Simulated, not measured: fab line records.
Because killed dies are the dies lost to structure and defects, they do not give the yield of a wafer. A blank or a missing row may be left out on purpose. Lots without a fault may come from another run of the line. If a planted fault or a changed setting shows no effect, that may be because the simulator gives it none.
A single fault, viewed from 2 desks + flow gf180mcu + each desk holds nothing but its own numbers, with what lay behind them at the end

## METROLOGY DESK
What the gauges read for every lot (on any tool): the sampled wafers with a number, averaged. If a lot's mean is further than 4 standard deviations from the usual mean, the lot is out of limits and carries the mark OUT (the distance appears in the brackets).
Columns: A = CONTACT_W_RS at GF_CONTACT_RS_MEAS_25, usual 0.382 ohm/sq; B = CONTACT_W_THK at GF_CONTACT_THK_MEAS_26, usual 301 nm
| lot  | first seen here | A     | B   |
|------|-----------------|-------|-----|
| L455 | day 19 17:09    | 0.378 | 305 |
| L459 | day 20 16:48    | 0.382 | 298 |
| L458 | day 20 17:35    | 0.381 | 301 |
| L461 | day 21 17:52    | 0.382 | 301 |
| L466 | day 23 10:25    | 0.386 | 300 |
| L470 | day 24 05:16    | 0.383 | 300 |
This desk's verdict: no lot among the 6 shows anything out of limits.

## FOR THE TOOL OWNER'S DESK: pvd_sputter-02
At GF_M1_SPUTTER_01 (material TiN, target thk 30 nm, time 25 s) the tool's own readings: per lot run on this tool, the mean of the sampled wafers that have a number. If a lot's mean is further than 4 standard deviations from the usual mean, the lot is out of limits and carries the mark OUT (the distance appears in the brackets).
Columns: A = throttle_valve_pct at GF_M1_SPUTTER_01, usual 29.9 %
| lot  | first seen here | A    |
|------|-----------------|------|
| L455 | day 19 17:44    | 30.2 |
| L459 | day 20 17:23    | 29.9 |
| L458 | day 20 18:10    | 30.2 |
| L461 | day 21 18:27    | 30.6 |
| L470 | day 24 05:50    | 30.3 |
This desk's verdict: no lot among the 5 shows anything out of limits.

## BROUGHT TOGETHER
Metrology desk: nothing out of limits seen.
The desk of the tool owner found nothing out of limits.

## WHAT THE SIMULATOR HAD INSERTED
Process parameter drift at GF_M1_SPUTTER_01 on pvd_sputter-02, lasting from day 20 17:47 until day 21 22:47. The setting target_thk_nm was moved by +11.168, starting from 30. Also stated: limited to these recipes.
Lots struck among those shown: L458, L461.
